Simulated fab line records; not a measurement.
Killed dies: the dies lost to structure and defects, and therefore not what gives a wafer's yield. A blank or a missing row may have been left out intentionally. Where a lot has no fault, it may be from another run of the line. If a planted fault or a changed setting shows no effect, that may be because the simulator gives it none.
Matching of chambers	flow sky130	SKY_CONTACT_CMP_04 on cmp-01: 4 sister chambers
The step polishes SiO2. 14 wafers are shown with their chamber, then 7 later ones without.

EACH WAFER AND ITS CHAMBER
wafer	chamber	motor current A (A)	time to endpoint s (s)	head pressure psi (psi)
L204.2	3	12.6	77	4.002
L204.3	0	13.0	86	4.009
L204.5	2	13.0	72	4.000
L201.3	0	12.3	85	4.004
L201.4	1	14.0	79	4.010
L201.5	1	13.7	74	4.010
L203.2	0	12.4	83	3.998
L203.3	2	12.7	75	3.985
L203.6	0	12.7	83	3.995
L205.1	3	12.9	82	4.005
L205.3	0	12.6	85	4.002
L205.5	0	12.7	88	3.995
L208.3	0	12.5	90	4.012
L208.4	1	15.0	76	3.997

SIGNATURES (means of the wafers above)
reading	chamber 0	chamber 1	chamber 2	chamber 3	scatter within a chamber
motor current A	12.600	14.233	12.850	12.750	0.366
time to endpoint s	85.71	76.33	73.50	79.50	2.63
head pressure psi	4.00214	4.00567	3.99250	4.00350	0.00705
Rule: for a wafer and a chamber, the distance is found by dividing, reading by reading, the gap between the wafer's reading and the chamber's mean by the reading's scatter, squaring, summing and taking the root. If the next closest chamber is less than 2 further off than the closest, the wafer can't be placed; otherwise it belongs to the closest. How the scatter is found: for the shown wafers, subtract from each reading the mean of its chamber, square and add these, divide the total by (wafers less chambers), then take the root.

WAFERS WHOSE CHAMBER IS MISSING
wafer	motor current A (A)	time to endpoint s (s)	head pressure psi (psi)
L208.6	13.1	77	3.991
L209.1	14.9	84	3.987
L209.2	12.6	88	4.001
L209.5	13.0	84	3.989
L211.2	13.3	91	4.000
L211.4	12.6	97	3.989
L211.6	12.4	94	3.999

WHICH CHAMBER EACH ONE RAN IN
wafer	from the rows above	in truth
L208.6	can't be placed: 2 or 3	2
L209.1	1	1
L209.2	0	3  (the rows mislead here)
L209.5	can't be placed: 0 or 3 or 2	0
L211.2	can't be placed: 0 or 3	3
L211.4	0	0
L211.6	0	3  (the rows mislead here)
Placed correctly: 2 of 7. From these rows, 3 cannot be placed; in 3 the true chamber is one of the candidates. Wrongly placed: 2.
